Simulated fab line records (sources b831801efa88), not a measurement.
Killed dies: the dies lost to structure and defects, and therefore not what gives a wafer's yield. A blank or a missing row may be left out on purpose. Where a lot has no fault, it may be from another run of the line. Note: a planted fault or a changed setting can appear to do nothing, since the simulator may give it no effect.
fab line records	flow sky130
record: lots: 7	wafers: 19	last-day: 50
route steps=708 shown SD_N@350 SD_P@359 RES_XHIGH@360 SALICIDE@361 LI_CONTACT@362 PAD_OPEN@708
lots with no fault: from the same line, run without faults
start-h: start of the lot's first displayed wafer, in hours after the record's first day	wait-h: hours since the lot's step before	" identical to the entry in the row above	L1.1+2: one row covering several wafers at once	- value missing, or start not given	* or withheld: withheld	< > ~ a bound
route shown NAME@n: names a module that has steps shown in the file, with the first one's number in the route	usual: mean and standard deviation over wafers with no fault	same: alike in all rows	chamber/n: place in a boat	sites: per-site readings	_std_site: the standard deviation of these	_edge_site: outer sites' mean less inner sites'	radius-mm: how far each site lies from the wafer's centre	mask NAME#n: copy n	behind: the last tool/chamber to shape the wafer	hold: cause of the lot's hold/its duration in hours/its outcome	device: which transistor (n, p or np) failed to switch	end of line: the tests these same wafers got at the end of their route	where a step has no rows: the recipe by itself	killed: dies that structure and defects cost at the first sort, which is not the same as the wafer's yield	map: shows each die of a wafer: x if killed, . if not, _ if none is there
set.NAME: the setting the step ran with; set.NAME@STEP: the setting that earlier step ran with	model.NAME: the simulator's own value behind a step, which no gauge read
certain route steps with their lots: each step a table, each wafer a row
services: a tool's chamber out of use, with start hour (start-h, from the record's first day; less than 0 if before it), hours out, and reason
== steps ==
step: SKY_SD_N_OVL_MEAS_08
usual: SD_N_OVL: 0.2/1.5
lot.wafer	tool	chamber	start-h	wait-h	SD_N_OVL[nm]
L666.4	overlay-01	-	643.61	0.1	-1.9
L666.5	"	-	"	"	-1.8
L666.6	"	-	"	"	0.1
L673.1	overlay-02	-	726.09	0.1	-1.9
L673.3	"	-	"	"	0.1
L673.6	"	-	"	"	-1.2
L683.1	overlay-02	-	786.93	0.1	2.1
L683.3	"	-	"	"	3.2
L683.5	"	-	"	"	2.8
L684.1	overlay-01	-	800.93	0.1	2.7
L684.3	"	-	"	"	2.6
L686.1	overlay-01	-	809.82	0.1	0.2
L686.2	"	-	"	"	-0.3
L688.2	overlay-01	-	825.62	0.1	0.2
L688.5	"	-	"	"	0.9
L688.6	"	-	"	"	-0.2
L689.1	overlay-01	-	827.64	0.1	-2.7
L689.5	"	-	"	"	-1.5
L689.6	"	-	"	"	0.1
step: SKY_SD_N_IMPLANT_09
recipe: species: As	energy-kev: 50	dose-cm2: 4e+15	tilt-deg: 0
step: SKY_SD_N_IMPLANT_10
recipe: species: P	energy-kev: 20	dose-cm2: 1e+14	tilt-deg: 0
step: SKY_SD_N_STRIP_11
recipe: chemistry: O2/N2	power-w: 1400	pressure-mtorr: 1500	platen-temp-c: withheld	o2-flow-sccm: 3000	n2-flow-sccm: 300	overash-fraction: 0.5
usual: drypump-motor-current-A: 5.4/0.37	n2-flow-sccm: 299.8/0.84	oes-product-au: 0.527/0.0046	strip-time-to-endpoint-s: 22.55/0.044
lot.wafer	tool	chamber	start-h	wait-h	drypump-motor-current-A	n2-flow-sccm	oes-product-au	rf-hours-counter-h	strip-time-to-endpoint-s
L666.4	plasma-asher-01	1	643.96	0.1	5.0	299.7	0.526	-	22.52
L666.5	"	0	"	"	6.1	302.1	0.521	-	22.55
L666.6	"	1	"	"	5.0	299.9	0.528	-	22.54
L673.1	plasma-asher-01	0	726.42	0.1	6.1	301.3	0.539	28	22.53
L673.3	"	0	"	"	6.1	301.9	0.524	-	22.47
L673.6	"	0	"	"	6.1	299.9	0.530	-	22.56
L683.1	plasma-asher-03	1	787.27	0.1	5.3	299.4	0.529	66	22.56
L683.3	"	1	"	"	5.2	300.3	0.526	-	22.56
L683.5	"	1	"	"	5.3	298.9	0.528	-	22.61
L684.1	plasma-asher-04	1	801.27	0.1	5.8	300.1	0.528	100	22.57
L684.3	"	1	"	"	5.8	299.2	0.518	-	22.55
L686.1	plasma-asher-01	1	810.15	0.1	5.0	299.5	0.527	36	22.51
L686.2	"	0	"	"	6.1	301.1	0.526	36	22.57
L688.2	plasma-asher-03	1	825.95	0.1	5.3	301.5	0.530	70	22.57
L688.5	"	1	"	"	5.3	300.9	0.531	-	22.57
L688.6	"	0	"	"	5.3	297.5	0.529	-	22.53
L689.1	plasma-asher-03	0	827.98	0.1	5.3	300.0	0.529	70	22.53
L689.5	"	0	"	"	5.3	299.1	0.525	-	22.62
L689.6	"	1	"	"	5.3	299.3	0.522	-	22.57
step: SKY_SD_N_TW_MEAS_12
usual: SD_N_TW: 3989/26
lot.wafer	tool	chamber	start-h	wait-h	SD_N_TW
L666.4	film-metro-03	-	644.06	0.1	4011
L666.5	"	-	"	"	4016
L666.6	"	-	"	"	3997
L673.1	film-metro-02	-	726.52	0.1	3972
L673.3	"	-	"	"	3964
L673.6	"	-	"	"	3946
L683.1	film-metro-01	-	787.37	0.1	3946
L683.3	"	-	"	"	3950
L683.5	"	-	"	"	3941
L684.1	film-metro-01	-	801.37	0.1	3977
L684.3	"	-	"	"	3989
L686.1	film-metro-03	-	810.25	0.1	4005
L686.2	"	-	"	"	3998
L688.2	film-metro-03	-	826.06	0.1	4035
L688.5	"	-	"	"	4047
L688.6	"	-	"	"	4027
L689.1	film-metro-01	-	828.08	0.1	3956
L689.5	"	-	"	"	3943
L689.6	"	-	"	"	3966
step: SKY_SD_N_CLEAN_13
recipe: chemistry: SC1/SC2	mix: 1:4:20	temp-c: 70	time-s: 150	dry: n2-spin
step: SKY_SD_N_RTA_14
recipe: temp-c: 1075	time-s: 2	idle-temp-c: 650	ramp-up-c-per-s: 150	ramp-down-c-per-s: 90	ambient: N2
usual: lamp-power-pct: 15.74/0.057	ramp-down-c-per-s: 90.003/0.016	wafer_temp_C_max: 1078.1/1.4
lot.wafer	tool	chamber	start-h	wait-h	lamp-power-pct	ramp-down-c-per-s	wafer_temp_C_max
L666.4	rtp-anneal-01	0	644.18	0.0	15.70	90.005	1079.4
L666.5	"	0	"	"	15.72	90.007	1077.9
L666.6	"	0	"	"	15.64	90.009	1075.9
L673.1	rtp-anneal-01	0	726.64	0.0	15.83	90.011	1080.0
L673.3	"	0	"	"	15.77	89.972	1078.7
L673.6	"	0	"	"	15.72	89.992	1078.5
L683.1	rtp-anneal-02	0	787.48	0.0	15.69	89.994	1077.5
L683.3	"	0	"	"	15.72	89.996	1077.8
L683.5	"	0	"	"	15.67	90.023	1076.5
L684.1	rtp-anneal-01	0	801.48	0.0	15.78	89.997	1075.9
L684.3	"	0	"	"	15.77	90.002	1079.3
L686.1	rtp-anneal-01	0	810.36	0.0	15.77	90.018	1078.0
L686.2	"	0	"	"	15.76	89.986	1079.3
L688.2	rtp-anneal-01	0	826.17	0.0	15.68	89.981	1080.3
L688.5	"	0	"	"	15.80	89.982	1082.0
L688.6	"	0	"	"	15.94	90.001	1078.1
L689.1	rtp-anneal-02	0	828.19	0.0	15.79	89.998	1077.6
L689.5	"	0	"	"	15.67	89.983	1077.9
L689.6	"	0	"	"	15.71	90.007	1077.6
step: SKY_SD_N_RS_MEAS_16
recipe: thk-meas-gauge: four-point-probe
usual: SD_N_RS: 68.61/0.11
lot.wafer	tool	chamber	start-h	wait-h	SD_N_RS[ohm/sq]
L666.4	film-metro-01	-	644.39	0.1	68.61
L666.5	"	-	"	"	68.85
L666.6	"	-	"	"	68.62
L673.1	film-metro-03	-	726.81	0.1	68.70
L673.3	"	-	"	"	68.71
L673.6	"	-	"	"	68.78
L683.1	film-metro-02	-	787.65	0.1	68.76
L683.3	"	-	"	"	68.75
L683.5	"	-	"	"	68.57
L684.1	film-metro-03	-	801.66	0.1	68.53
L684.3	"	-	"	"	68.58
L686.1	film-metro-02	-	810.54	0.1	68.48
L686.2	"	-	"	"	68.55
L688.2	film-metro-03	-	826.36	0.1	68.57
L688.5	"	-	"	"	68.47
L688.6	"	-	"	"	68.74
L689.1	film-metro-02	-	828.37	0.1	68.56
L689.5	"	-	"	"	68.63
L689.6	"	-	"	"	68.59
step: SKY_SD_N_RS_MEAS_17
recipe: thk-meas-gauge: four-point-probe
usual: SD_P_RS: 147.2/0.39
lot.wafer	tool	chamber	start-h	wait-h	SD_P_RS[ohm/sq]
L666.4	film-metro-01	-	644.51	0.1	147.7
L666.5	"	-	"	"	147.7
L666.6	"	-	"	"	148.0
L673.1	film-metro-03	-	726.93	0.1	147.3
L673.3	"	-	"	"	147.3
L673.6	"	-	"	"	147.1
L683.1	film-metro-02	-	787.77	0.1	147.5
L683.3	"	-	"	"	147.5
L683.5	"	-	"	"	147.0
L684.1	film-metro-03	-	801.78	0.1	146.9
L684.3	"	-	"	"	147.1
L686.1	film-metro-02	-	810.66	0.1	146.2
L686.2	"	-	"	"	146.9
L688.2	film-metro-03	-	826.48	0.1	147.2
L688.5	"	-	"	"	146.8
L688.6	"	-	"	"	146.8
L689.1	film-metro-02	-	828.49	0.1	146.5
L689.5	"	-	"	"	147.3
L689.6	"	-	"	"	147.1
step: SKY_SD_N_RS_MEAS_18
recipe: thk-meas-gauge: four-point-probe
usual: RES_XHIGH_RS: 333.7/0.96
lot.wafer	tool	chamber	start-h	wait-h	RES_XHIGH_RS[ohm/sq]
L666.4	film-metro-01	-	644.63	0.1	334.2
L666.5	"	-	"	"	334.2
L666.6	"	-	"	"	334.0
L673.1	film-metro-03	-	727.05	0.1	333.0
L673.3	"	-	"	"	333.4
L673.6	"	-	"	"	333.4
L683.1	film-metro-02	-	787.89	0.1	332.3
L683.3	"	-	"	"	332.6
L683.5	"	-	"	"	334.1
L684.1	film-metro-03	-	801.90	0.1	333.9
L684.3	"	-	"	"	332.5
L686.1	film-metro-02	-	810.78	0.1	332.8
L686.2	"	-	"	"	332.9
L688.2	film-metro-03	-	826.60	0.1	332.6
L688.5	"	-	"	"	334.4
L688.6	"	-	"	"	333.4
L689.1	film-metro-02	-	828.61	0.1	334.8
L689.5	"	-	"	"	333.8
L689.6	"	-	"	"	333.7
step: SKY_SALICIDE_CLEAN_00
recipe: chemistry: HF-last	time-s: 30	dilution: 100:1	dry: ipa-marangoni
step: SKY_LI_CONTACT_HDPCVD_00
recipe: material: PSG	target-thk-nm: 930	sigma-open-frac: 0.3	time-s: 155	temp-c: 600	sih4-flow-sccm: 60	pressure-mtorr: 6
usual: run-length-s: 182.7/0.43
lot.wafer	tool	chamber	start-h	wait-h	run-length-s	model.PSG_of_LI_CONTACT_HDPCVD_00.thk-nm
L666.4	hdpcvd-02	0	644.76	0.1	182.3	944.7
L666.5	"	1	"	"	183.0	938.4
L666.6	"	0	"	"	182.0	942.2
L673.1	hdpcvd-01	2	727.19	0.0	183.0	923.6
L673.3	"	1	"	"	182.6	938.3
L673.6	"	2	"	"	183.0	916.2
L683.1	hdpcvd-02	1	788.11	0.0	205.1	1065
L683.3	"	2	"	"	205.9	1070
L683.5	"	1	"	"	183.3	930.5
L684.1	hdpcvd-02	0	802.03	0.0	205.1	1062
L684.3	"	1	"	"	205.5	1059
L686.1	hdpcvd-02	2	810.91	0.0	205.9	1054
L686.2	"	0	"	"	182.3	909.4
L688.2	hdpcvd-01	2	826.71	0.0	183.0	925.1
L688.5	"	2	"	"	183.8	925.7
L688.6	"	0	"	"	182.6	933.8
L689.1	hdpcvd-01	1	828.74	0.0	182.4	940.2
L689.5	"	0	"	"	183.4	936.9
L689.6	"	1	"	"	182.2	944.1
step: SKY_LI_CONTACT_THK_MEAS_01
recipe: reads: PSG_of_LI_CONTACT_HDPCVD_00
usual: LI_CONTACT_HDPCVD_THK: 932/9.6
lot.wafer	tool	chamber	start-h	wait-h	LI_CONTACT_HDPCVD_THK[nm]
L666.4	film-metro-02	-	644.89	0.1	944
L666.5	"	-	"	"	939
L666.6	"	-	"	"	942
L673.1	film-metro-01	-	727.29	0.1	924
L673.3	"	-	"	"	938
L673.6	"	-	"	"	916
L683.1	film-metro-03	-	788.22	0.1	1065
L683.3	"	-	"	"	1070
L683.5	"	-	"	"	931
L684.1	film-metro-01	-	802.14	0.1	1061
L684.3	"	-	"	"	1059
L686.1	film-metro-01	-	811.02	0.1	1054
L686.2	"	-	"	"	910
L688.2	film-metro-01	-	826.83	0.1	925
L688.5	"	-	"	"	926
L688.6	"	-	"	"	933
L689.1	film-metro-01	-	828.85	0.1	940
L689.5	"	-	"	"	937
L689.6	"	-	"	"	944
step: SKY_LI_CONTACT_CMP_02
recipe: material: PSG	down-force-psi: 4	platen-rpm: 60	pad-velocity-m-s: 0.94248
usual: edge-zone-pressure-frac: 1.000/0.0054	motor-current-A: 11.4/1.2	slurry-flow-ml-min: 150.0/0.47	time-to-endpoint-s: 32.8/2.4
lot.wafer	tool	chamber	start-h	wait-h	edge-zone-pressure-frac	motor-current-A	slurry-flow-ml-min	time-to-endpoint-s
L666.4	cmp-02	1	644.92	0.0	0.997	12.2	149.6	34.4
L666.6	"	1	"	"	0.997	11.9	150.6	35.4
L666.5	"	2	"	"	1.003	9.7	148.6	31.7
L673.3	cmp-02	0	727.35	0.0	0.996	13.7	150.1	33.1
L673.1	"	1	"	"	0.995	12.5	150.6	30.7
L673.6	"	0	"	"	1.000	12.4	149.6	32.6
L683.1	cmp-01	2	788.28	0.1	1.003	10.6	150.6	48.9
L683.3	"	0	"	"	1.005	13.2	150.0	48.7
L683.5	"	3	"	"	0.997	11.3	149.6	29.3
L684.1	cmp-02	1	802.25	0.1	0.994	12.3	149.4	45.4
L684.3	"	2	"	"	1.007	10.4	151.2	41.5
L686.2	cmp-01	3	811.18	0.1	1.001	10.8	149.8	25.4
L686.1	"	0	"	"	1.010	13.3	149.9	45.4
L688.2	cmp-01	0	827.03	0.2	1.012	12.8	149.8	33.4
L688.5	"	1	"	"	1.000	12.3	149.9	32.2
L688.6	"	2	"	"	1.003	10.5	149.6	33.6
L689.1	cmp-01	3	828.91	0.1	1.000	11.4	149.5	33.0
L689.6	"	3	"	"	0.998	11.6	150.7	31.5
L689.5	"	0	"	"	0.999	12.6	149.8	36.4
step: SKY_LI_CONTACT_BOW_MEAS_03
recipe: mode: bow
usual: LI_CONTACT_BOW: 56/7
lot.wafer	tool	chamber	start-h	wait-h	LI_CONTACT_BOW[um]
L666.4	film-metro-01	-	645.28	0.3	56
L666.5	"	-	"	"	59
L666.6	"	-	"	"	67
L673.1	film-metro-03	-	727.65	0.2	61
L673.3	"	-	"	"	44
L673.6	"	-	"	"	53
L683.1	film-metro-03	-	788.58	0.2	55
L683.3	"	-	"	"	46
L683.5	"	-	"	"	49
L684.1	film-metro-01	-	802.50	0.2	62
L684.3	"	-	"	"	48
L686.1	film-metro-03	-	811.38	0.1	50
L686.2	"	-	"	"	57
L688.2	film-metro-01	-	827.20	0.1	67
L688.5	"	-	"	"	56
L688.6	"	-	"	"	56
L689.1	film-metro-02	-	829.21	0.2	55
L689.5	"	-	"	"	55
L689.6	"	-	"	"	67
step: SKY_PAD_OPEN_PROBE_99
usual: killed_at_M0_to_M3: 43/6.6	killed_at_M4_up: 2.9/1.6	killed-at-contacts: 24/4.9	killed-at-front-end: 15/4.5	killed-at-other: 0.2/0.45	killed-dies: 86/8.8	killed-open: 48/6.4	killed-short: 38/5.6
same: gross-dies: 492	killed-at-back-side: 0
lot.wafer	tool	chamber	start-h	wait-h	killed_at_M0_to_M3	killed_at_M4_up	killed-at-contacts	killed-at-front-end	killed-at-other	killed-dies	killed-open	killed-short
L686.2	prober-02	-	1190.42	0.1	59	1	14	6	0	80	47	33
killed by level:class
L686.2 VIA1:geometric-particle:open=14 METAL1:geometric-particle:short=12 CONTACT:geometric-particle:open=9 VIA2:geometric-particle:open=9 METAL2:geometric-particle:short=5 METAL1:geometric-particle:open=5 VIA3:geometric-particle:open=4 VIA1:geometric-particle:short=4
== services ==
tool	chamber	start-h	hours	kind
hdpcvd-02	2	637.82	22.2	repair
hdpcvd-02	-	650.75	15.0	pm
hdpcvd-02	0	650.75	15.0	vent-cycle
hdpcvd-02	1	650.75	15.0	vent-cycle
hdpcvd-02	2	650.75	15.0	vent-cycle
hdpcvd-01	1	663.02	2.8	repair
hdpcvd-02	0	665.75	-	clean
hdpcvd-02	-	665.96	14.6	pm
cmp-02	-	670.99	5.2	pm
cmp-02	-	684.45	5.5	repair
cmp-02	-	687.06	1.2	repair
plasma-asher-04	-	703.91	2.8	pm
cmp-02	-	710.32	1.0	repair
cmp-02	-	731.66	4.1	pm
plasma-asher-01	-	735.68	1.2	repair
cmp-01	-	744.00	4.0	pm
cmp-01	-	748.00	-	consumable-replace:conditioner
cmp-01	-	748.00	-	consumable-replace:pad
hdpcvd-02	-	761.63	1.4	repair
hdpcvd-02	-	763.69	6.0	pm
cmp-01	-	766.01	3.7	pm
cmp-02	-	805.09	4.1	repair
cmp-02	-	811.65	0.3	repair
cmp-02	-	820.57	6.8	repair
== key ==
first-sign: step: SKY_LI_CONTACT_HDPCVD_00	reading: run-length-s	direction: up	sigmas: 53	usual: *	struck: *
effect: step: SKY_LI_CONTACT_THK_MEAS_01	reading: LI_CONTACT_HDPCVD_THK	direction: up	sigmas: 14	usual: 932	struck: 1062
effect: step: SKY_LI_CONTACT_CMP_02	reading: time-to-endpoint-s	direction: up	sigmas: 5.5	usual: *	struck: *
model-effect: step: SKY_LI_CONTACT_HDPCVD_00	value: PSG_of_LI_CONTACT_HDPCVD_00.thk-nm	without: 925.1	struck: 1062
met-at SKY_LI_CONTACT_HDPCVD_00
struck-wafers L683.1,L683.3,L684.1,L684.3,L686.1
tester-left-out L683,L684,L686
onset-between 644.76 788.11
fault: kind: process-parameter-drift	tool: hdpcvd-02	chamber: -	onset-h: 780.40	steps: SKY_LI_CONTACT_HDPCVD_00	channel: time-s	offset: *	shape: step	end-h: 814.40	scope: struck-wafers-only	acts-in: *	stated: *
tester-left-out: of these lots the tester's yield and bins aren't shown, on N5 and GAA mostly nor the transistor test; their killed dies are dies lost to structure and defects alone, not to doping, threshold or leakage, so they don't give the yield
